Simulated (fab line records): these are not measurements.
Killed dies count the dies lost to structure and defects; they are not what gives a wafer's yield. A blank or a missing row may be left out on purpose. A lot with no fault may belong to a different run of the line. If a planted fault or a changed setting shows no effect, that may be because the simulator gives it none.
Code-filled problem report in 8D (eight disciplines) form | flow gf180mcu | the parts of the form that need people (team, actions taken, sign-off) are left out

== 1. WHAT IS WRONG ==
At GF_V2_CD_MEAS_14, cdNm averages 268.0 nm over 6 wafers from 2 lots, while fault-free wafers read 260.3 nm, standard deviation 1. That puts it +7.7 standard deviations away from the usual mean.
The step: target cd 260 nm.
The first sign was on wafer L202.1 at day 24 16:46, on cdSem-02. The record has a number at this step for 36 wafers belonging to 12 lots. Rule for "out" (also "out of limits"): further than 4 standard deviations from the usual mean. The rest of the wafers with a number are treated as sound.

== 2. WHAT IT IS, WHAT IT ISN'T ==
question                    | is                     | is not
which readings at this step | cdNm                   | -
which lots                  | L202, L203             | L190, L191, L192, L194, L195, L207, L210, L211, L212, L213
which wafers of those lots  | all that have a number | -
read on which gauges        | cdSem-02               | cdSem-01
when                        | from day 24 16:46      | up to then (15 sound wafers); but 15 sound wafers of L207, L210, L211, L212, L213 came after

== 3. THE SUSPECTS, EACH WITH WHAT RULES IT OUT ==
Counting: a tool stays on the suspect list if, at a process step up to the reading, it processed all lots that are out and no sound lot following the first of them.
- ruled out: the gauge at GF_V2_CD_MEAS_14. All the wafers that are out were read on cdSem-02, but those of them that GF_V2_STRIP_18 has rows for are out there too, on other tools.
- lithoTrack-04 at GF_V2_COAT_09 (resist thk 1000 nm): kept. Every lot that is out went through it, starting with L202 (day 24 05:00), and after that it ran no sound lot; the last sound lot it ran before then is L195 (day 21 15:00).
Left after counting: lithoTrack-04 at GF_V2_COAT_09.

== 4. THE CAUSE (what the simulator had put in) ==
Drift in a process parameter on lithoTrack-04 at GF_V2_COAT_09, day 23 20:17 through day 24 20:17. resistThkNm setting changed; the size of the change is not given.
This tool alone remained once counting was done.

== 5. SEQUENCE OF EFFECTS, ordered by route ==
One row per reading whose mean, taken over the struck wafers that have a number, lies over 3 standard deviations from the usual. Only readings whose record carries a usual standard deviation are examined. hours: median over the lots of the time between each lot's start at the first step of this table that gives one and its start at this step. sigmas: the change, counted in usual standard deviations.
hours | step             | reading      | usual      | on struck wafers | change | sigmas
0     | GF_V2_CD_MEAS_14 | cdNm         | 260.3 nm   | 268.0            | +7.7   | +7.7
0     | GF_V2_STRIP_18   | oesProductAu | 0.593 a.u. | 0.528            | -0.065 | -13
It contains these process steps:
- GF_V2_STRIP_18: strips in O2/N2.
Later steps that measure or inspect, where all struck wafers having a row at the step show a number for every such reading and not one has moved that far: GF_V2_THK_MEAS_25.

== 6. HOW IT WOULD HAVE BEEN CAUGHT EARLIER ==
Counted from the fault's start at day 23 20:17, it took 20 hours until the first out-of-limits reading at a measuring or inspecting step in this record, taken at day 24 16:46.
Each of the lots that are out, 2 in all, had begun GF_V2_COAT_09 on lithoTrack-04 no later than day 24 16:46. Tool hold at that time: it would have spared none of them.
